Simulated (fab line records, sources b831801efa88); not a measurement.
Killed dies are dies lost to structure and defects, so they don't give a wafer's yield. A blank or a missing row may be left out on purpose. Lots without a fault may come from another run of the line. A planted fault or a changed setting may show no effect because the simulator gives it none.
Problem report in the 8D (eight disciplines) form, filled by code | flow sky130 | the parts of the form that need people (team, actions taken, sign-off) are left out

1. THE PROBLEM
run_length_s at SKY_FIELD_ISO_ETCH_17 reads a mean of 78.2 s on 1 wafer of 1 lot; wafers without a fault read 126.1 s with a standard deviation of 0.43. That is -99 or more standard deviations from the usual mean.
The step: etches Si in HBr/Cl2/O2, target depth 342 nm, time 97.7 s.
First seen on wafer L749.4, day 5 17:33, on rie_si-02. The record holds 36 wafers of 12 lots with a number at this step. Rule for "out", or "out of limits": more than 4 standard deviations from the usual mean. The other wafers with a number count as sound.

2. WHAT IT IS AND WHAT IT IS NOT
question                    | is               | is not
which readings at this step | run_length_s     | drypump_motor_current_A, oes_product_au, throttle_valve_pct
which lots                  | L749             | L733, L734, L735, L736, L739, L740, L741, L744, L745, L750, L752
which wafers of those lots  | L749.4           | L749.1, L749.6
read on which tools         | rie_si-02        | rie_si-01
when                        | from day 5 17:33 | up to then (29 sound wafers); but 6 sound wafers of L750, L752 came after

3. SUSPECTS, AND WHAT RULES EACH OUT
Counting: a tool at a process step up to the reading stays a suspect if it ran every lot that is out. Sound lots after the first of them don't rule it out here, since some wafers of a struck lot are sound.
- rie_si-02 at SKY_FIELD_ISO_ETCH_17 (etches Si in HBr/Cl2/O2, target depth 342 nm, time 97.7 s): kept. It ran the lot that is out, L749 (day 5 17:33); its last sound lot up to then is L745 (day 4 17:45). Its own readings are out on those wafers: run_length_s.
- Within rie_si-02 at SKY_FIELD_ISO_ETCH_17: the wafers that are out ran in chamber 3; their sound lot-mates ran in chambers 0, 1.
Left after counting: rie_si-02 at SKY_FIELD_ISO_ETCH_17.

4. THE CAUSE (what the simulator had put in)
Process parameter drift: rie_si-02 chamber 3, from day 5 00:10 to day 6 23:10, at SKY_FIELD_ISO_ETCH_17. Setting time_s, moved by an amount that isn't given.
Counting left only this tool.

5. THE CHAIN OF EFFECTS, in route order
Each row: a reading whose mean over the struck wafers that have a number lies more than 3 standard deviations from the usual. Only readings for which the record gives a usual standard deviation are gone through. hours: the time from each lot's start at the first step in this table that gives one to its start at this step, as a median over the lots. sigmas: the change in usual standard deviations.
hours | step                  | reading      | usual   | on struck wafers | change | sigmas
0     | SKY_FIELD_ISO_ETCH_17 | run_length_s | 126.1 s | 78.2             | -47.9  | -99 or more
The process steps in it:
- SKY_FIELD_ISO_ETCH_17: etches Si in HBr/Cl2/O2, target depth 342 nm, time 97.7 s.
Readings that are blank on the struck wafers while sound wafers have them: bias_w at SKY_FIELD_ISO_ETCH_17.
Later measuring or inspecting steps at which every struck wafer that the step has a row for has a number for every such reading, and none has moved that far: SKY_METAL1_OVL_MEAS_16, SKY_VIA1_THK_MEAS_23.

6. WHAT WOULD HAVE CAUGHT IT SOONER
In this record the first reading out of limits was taken at day 5 17:33, 17 hours after the fault began at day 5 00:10.
